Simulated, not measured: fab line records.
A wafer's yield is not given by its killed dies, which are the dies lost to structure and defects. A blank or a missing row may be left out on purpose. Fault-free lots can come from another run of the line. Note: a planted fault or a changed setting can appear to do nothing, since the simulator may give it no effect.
Comparing a struck lot with a sound one :: flow gf180mcu :: 15 steps out of a route of 602
Sound: these wafers, L892.1, L892.4, L892.6. Wafers L900.3, L900.5, L900.6 were the ones struck. The cause is named last.
Order at every step that has rows: each side's tool, ch and its chambers, its first start. Under that, the readings that differ: sound wafers :: struck wafers :: difference of the means :: sigmas: that difference in standard deviations of wafers without a fault.
alike: readings with means less than 2 such deviations apart, plus words and numbers identical on both sides. not compared: withheld readings, readings lacking a value on some wafer, bounds such as >300 that could conceal the same value, and numbers that have no deviation in the record and whose values overlap.
The two part at a step that has a row with sigmas, a row that says differs or no value, or rows on one side only. Non-overlapping numbers with no deviation appear without sigmas and do not part them. Lack of a reading on every wafer of one side parts them only where that side has two or more wafers.

GF_M3_SPUTTER_04: material TiN, target thk 50 nm, time 41.7 s.
  struck on pvd_sputter-03, day 26 10:23; sound on pvd_sputter-01, day 23 14:19
  alike: cathode_dc_power_W, throttle_valve_pct
GF_M3_RS_MEAS_05: measurement is done with a four-point probe.
  struck on film_metro-02, day 26 10:28; sound on film_metro-03, day 23 14:21
  alike: M3_ALCU_RS
GF_M3_THK_MEAS_06: measures by xrf.
  struck on film_metro-02, day 26 10:34; sound on film_metro-03, day 23 14:28
  alike: M3_ALCU_THK
then, 7 steps without rows for these wafers: GF_M3_DEHYDRATE_07 (time 60 s); GF_M3_HMDS_08 (prime time 60 s); GF_M3_COAT_09 (resist thk 1000 nm); GF_M3_SOFTBAKE_10 (time 60 s); GF_M3_EXPOSE_11 (exposes mask Metal3, target cd 280 nm); GF_M3_PEB_12 (peb time 90 s); GF_M3_DEVELOP_13 (develop time 60 s).
GF_M3_CD_MEAS_14: the cd target is 280 nm.
  struck on cd_sem-02, day 27 07:02; sound on cd_sem-01, day 24 12:59
  alike: cd_nm
GF_M3_OVL_MEAS_15:
  struck on overlay-01, day 27 07:07; sound on overlay-01, day 24 13:07
  alike: M3_OVL
GF_M3_METAL_ETCH_16: etches the open film in Cl2/BCl3, stops on SiO2, target depth 627.5 nm, time 104.6 s.
  sound on rie_metal-03 ch 0,1, day 24 13:09; struck on rie_metal-04 ch 0,1, day 27 07:11
reading: bias_w (W)
sound: 140.1 140.5 140.2
struck: 110.4 110.9 110.6
difference: -29.6
sigmas: -80

reading: oes_product_au (a.u.)
sound: 0.972 0.980 0.983
struck: 0.960 0.960 0.959
difference: -0.019
sigmas: -2

reading: model.KrF_of_M3_COAT_09.thk_nm (nm)
sound: 725 724.4 728.8
struck: 742.5 742.1 736.5
difference: +14.3
sigmas: 

reading: model.etch.depth_nm (nm)
sound: 602.6 606.5 607.7
struck: 588.6 588.8 596.7
difference: -14.2
sigmas: 

reading: model.M3.feature_depth_nm (nm)
sound: 602.6 606.5 607.7
struck: 588.6 588.8 596.7
difference: -14.2
sigmas: 
  alike: drypump_motor_current_A, mfc_cl2_sccm, throttle_valve_pct
  not compared: rf_hours_counter_h
GF_M3_STRIP_17: strips in O2/N2.
  sound on plasma_asher-03 ch 1, day 24 13:16; struck on plasma_asher-01 ch 0,1, day 27 07:17
reading: drypump_motor_current_A (A)
sound: 6.3 6.4 6.4
struck: 4.7 4.7 6.0
difference: -1.2
sigmas: -2

reading: strip_time_to_endpoint_s (s)
sound: 7.79 7.78 7.82
struck: 7.95 7.95 7.88
difference: +0.13
sigmas: +2
  alike: heater_power_w, oes_product_au
  not compared: rf_hours_counter_h
-- the record jumps here: 7 days lie between the struck wafers' starts before and after (it left off in module M3 and takes up again in module PASSIVATION, whose first step shown is number 602 of the route) --
GF_PASSIVATION_PROBE_99:
  struck on prober-02, day 33 19:20; sound on prober-02, day 31 14:33
reading: model.etest.met3_comb.leak_log10_a_um
sound: -11.9 -11.99 -12.14
struck: -9.422 -10.26 -11.87
difference: +1.493
sigmas: 

## WHERE THEY PART
At GF_M3_METAL_ETCH_16 first; at GF_M3_STRIP_17 last (within this record only).

WHY: what had been put in by the simulator
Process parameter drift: rie_metal-04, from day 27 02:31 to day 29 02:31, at GF_M3_METAL_ETCH_16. The setting bias_w was moved by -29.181, starting from 140. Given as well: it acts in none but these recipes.
